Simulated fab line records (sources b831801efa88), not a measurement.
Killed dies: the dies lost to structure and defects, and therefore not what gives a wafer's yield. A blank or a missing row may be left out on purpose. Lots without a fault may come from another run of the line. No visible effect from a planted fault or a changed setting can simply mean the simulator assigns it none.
Matching of chambers :: flow gf180mcu :: 4 sister chambers for GF_V2_CMP_04 on cmp-01
The step polishes SiO2. 4 wafers are shown with their chamber, then 12 later ones without.

WAFERS PAIRED WITH THEIR CHAMBERS
wafer: L087.3
chamber: 0
motor-current-A (A): 12.1

wafer: L088.5
chamber: 3
motor-current-A (A): 10.8

wafer: L090.5
chamber: 2
motor-current-A (A): 11.0

wafer: L090.6
chamber: 1
motor-current-A (A): 12.9

WAFERS WHOSE CHAMBER IS MISSING
wafer: L091.2
motor-current-A (A): 12.8

wafer: L091.3
motor-current-A (A): 11.6

wafer: L091.4
motor-current-A (A): 11.8

wafer: L093.2
motor-current-A (A): 10.9

wafer: L093.3
motor-current-A (A): 12.0

wafer: L093.5
motor-current-A (A): 11.4

wafer: L096.3
motor-current-A (A): 12.2

wafer: L096.5
motor-current-A (A): 11.5

wafer: L096.6
motor-current-A (A): 10.9

wafer: L097.1
motor-current-A (A): 12.2

wafer: L097.2
motor-current-A (A): 12.4

wafer: L097.4
motor-current-A (A): 11.4

EACH ONE'S CHAMBER
wafer: L091.2
from the rows above: 1
in truth: 1

wafer: L091.3
from the rows above: can't be placed: 0 or 2 or 3
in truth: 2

wafer: L091.4
from the rows above: can't be placed: 0 or 2
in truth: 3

wafer: L093.2
from the rows above: can't be placed: 2 or 3
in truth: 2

wafer: L093.3
from the rows above: 0
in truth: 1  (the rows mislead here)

wafer: L093.5
from the rows above: can't be placed: 2 or 3 or 0
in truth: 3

wafer: L096.3
from the rows above: 0
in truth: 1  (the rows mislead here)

wafer: L096.5
from the rows above: can't be placed: 2 or 0 or 3
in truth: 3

wafer: L096.6
from the rows above: can't be placed: 2 or 3
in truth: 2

wafer: L097.1
from the rows above: 0
in truth: 0

wafer: L097.2
from the rows above: can't be placed: 0 or 1
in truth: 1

wafer: L097.4
from the rows above: can't be placed: 2 or 3 or 0
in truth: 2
Placed correctly: 2 of 12. Can't be placed from these rows: 8 (the true chamber is among the candidates in 7). Number placed wrongly: 2.
How it was worked out, from the rows above alone: a wafer's distance from a chamber is the root of the sum, over the readings, of the square of ((its reading less the chamber's mean) divided by the reading's scatter). The wafer belongs to the nearest chamber; if the next one is less than 2 further off, it can't be placed. Each chamber's mean is taken over the wafers shown for it. The scatter: with one shown wafer a chamber, the root of the mean of the squares of how far each hidden wafer lies from its nearest shown one.
